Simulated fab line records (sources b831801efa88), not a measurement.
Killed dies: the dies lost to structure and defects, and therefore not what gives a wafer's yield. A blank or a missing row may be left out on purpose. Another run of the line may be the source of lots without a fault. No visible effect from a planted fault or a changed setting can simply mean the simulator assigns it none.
Struck lot and sound lot, side by side + flow gf180mcu + 28 steps out of a route of 602
Sound: the wafers L208.1, L208.2, L208.5. The struck wafers were L211.2, L211.3, L211.5. Last of all comes the cause.
Each step with rows lists, per side, the tool, then ch with its chambers, then its first start. Under that, the readings that differ: sound wafers + struck wafers + difference of the means + sigmas: that difference in standard deviations of wafers without a fault.
alike: readings with means less than 2 such deviations apart, plus words and numbers identical on both sides. not compared: withheld readings, readings lacking a value on some wafer, bounds such as >300 that could conceal the same value, and numbers that have no deviation in the record and whose values overlap.
The two part at a step that has a row with sigmas, a row that says differs or no value, or rows on one side only. Numbers that have no deviation but don't overlap get no sigmas and don't part them. A reading missing from all wafers of one side parts the sides only when that side holds two or more wafers.

first, 4 steps without rows for these wafers: GF_V5_ETCH_17 (etches SiO2 in C4F8/O2/Ar, stops on TiN, target depth 855 nm); GF_V5_STRIP_18 (strips in O2/N2); GF_V5_STRIP_19 (strips in post etch residue remover, time 1200 s); GF_V5_CLEAN_20 (cleans in DIW).
GF_V5_SPUTTER_21: material Ti, target thk 15 nm, time 80.02 s.
  sound on pvd sputter-02 at day 29 22:23; struck on pvd sputter-01 at day 30 13:35
  alike: cathode dc power W, chamber pressure pa, throttle valve pct
then, 1 step without rows for these wafers: GF_V5_SPUTTER_22 (material TiN, target thk 10 nm, time 40 s).
GF_V5_CVD_23: deposits W, target thk 350 nm, time 104.9 s.
  sound on cvd w-02 ch 0,1, day 29 22:29; struck on cvd w-02 ch 0,1, day 30 13:41
  alike: heater power w
GF_V5_RS_MEAS_24: uses a four-point probe to measure.
  sound on film metro-02 at day 29 22:35; struck on film metro-02 at day 30 13:49
  alike: V5_W_RS
GF_V5_THK_MEAS_25: measures by xrf.
  sound on film metro-02 at day 29 22:43; struck on film metro-02 at day 30 13:55
  alike: V5_W_THK
then, 2 steps without rows for these wafers: GF_V5_CMP_26 (polishes, stops on SiO2, t overpolish 15 s, target thk 0 nm); GF_TOP_METAL_SPUTTER_00 (material Ti, target thk 37.5 nm, time 150 s).
GF_TOP_METAL_SPUTTER_01: material TiN, target thk 30 nm, time 25 s.
  sound on pvd sputter-01 at day 29 23:10; struck on pvd sputter-03 at day 30 14:22
  alike: cathode dc power W, chamber pressure pa, throttle valve pct
GF_TOP_METAL_SPUTTER_02: material AlCu, target thk 900 nm, time 47.82 s.
  sound on pvd sputter-01 at day 29 23:12; struck on pvd sputter-03 at day 30 14:24
  no value came back on the struck wafers for cathode dc power W (W), chamber pressure pa (Pa), throttle valve pct (%); on the sound wafers cathode dc power W (W) reads 10598 10598 10601
GF_TOP_METAL_SPUTTER_03: material Ti, target thk 5 nm, time 3.3 s.
  sound on pvd sputter-01 at day 29 23:15; struck on pvd sputter-03 at day 30 14:27
  alike: cathode dc power W, chamber pressure pa, throttle valve pct
then, 1 step without rows for these wafers: GF_TOP_METAL_SPUTTER_04 (material TiN, target thk 25 nm, time 20.8 s).
GF_TOP_METAL_RS_MEAS_05: uses a four-point probe to measure.
  sound on film metro-01 at day 29 23:17; struck on film metro-03 at day 30 14:31
| reading                    | sound                  | struck               | difference | sigmas      |
|----------------------------|------------------------|----------------------|------------|-------------|
| TOP_METAL_ALCU_RS (ohm/sq) | 0.0325 0.03233 0.03225 | 9.4602 9.4717 9.5437 | +9.4595    | +99 or more |
GF_TOP_METAL_THK_MEAS_06: measures by xrf.
  sound on film metro-01 at day 29 23:25; struck on film metro-03 at day 30 14:37
| reading                 | sound       | struck   | difference | sigmas |
|-------------------------|-------------|----------|------------|--------|
| TOP_METAL_ALCU_THK (nm) | 895 894 895 | <0 <0 <0 | differs    |        |
then, 7 steps without rows for these wafers: GF_TOP_METAL_DEHYDRATE_07 (time 60 s); GF_TOP_METAL_HMDS_08 (prime time 60 s); GF_TOP_METAL_COAT_09 (resist thk 1500 nm); GF_TOP_METAL_SOFTBAKE_10 (time 60 s); GF_TOP_METAL_EXPOSE_11 (exposes mask MetalTop, target cd 440 nm); GF_TOP_METAL_PEB_12; GF_TOP_METAL_DEVELOP_13 (develop time 60 s).
GF_TOP_METAL_CD_MEAS_14: target cd 440 nm.
  sound on cd sem-02 at day 30 17:28; struck on cd sem-02 at day 31 07:50
  alike: cd nm
GF_TOP_METAL_OVL_MEAS_15:
  sound on overlay-01 at day 30 17:35; struck on overlay-01 at day 31 07:56
  alike: TOP_METAL_OVL
GF_TOP_METAL_METAL_ETCH_16: etches the open film in Cl2/BCl3, stops on SiO2, target depth 1077.5 nm, time 179.6 s.
  sound on rie metal-01 ch 0,1, day 30 17:37; struck on rie metal-04 ch 0,1, day 31 07:58
| reading               | sound             | struck            | difference | sigmas |
|-----------------------|-------------------|-------------------|------------|--------|
| oes product au (a.u.) | 0.967 0.973 0.979 | 0.992 0.992 0.986 | +0.017     | +3     |
  alike: bias w, drypump motor current A, throttle valve pct
  not compared: rf hours counter h
GF_TOP_METAL_STRIP_17: strips in O2/N2.
  sound on plasma asher-02 ch 0,1, day 30 17:48; struck on plasma asher-03 ch 0,1, day 31 08:09
  alike: drypump motor current A, heater power w, n2 flow sccm, oes product au, strip time to endpoint s
  not compared: rf hours counter h

## WHERE THEY PART
Earliest at GF_TOP_METAL_SPUTTER_02; latest, in this record, at GF_TOP_METAL_METAL_ETCH_16. Later steps at which nothing parts them and some readings are alike: GF_TOP_METAL_STRIP_17.

WHY: whatever the simulator had introduced
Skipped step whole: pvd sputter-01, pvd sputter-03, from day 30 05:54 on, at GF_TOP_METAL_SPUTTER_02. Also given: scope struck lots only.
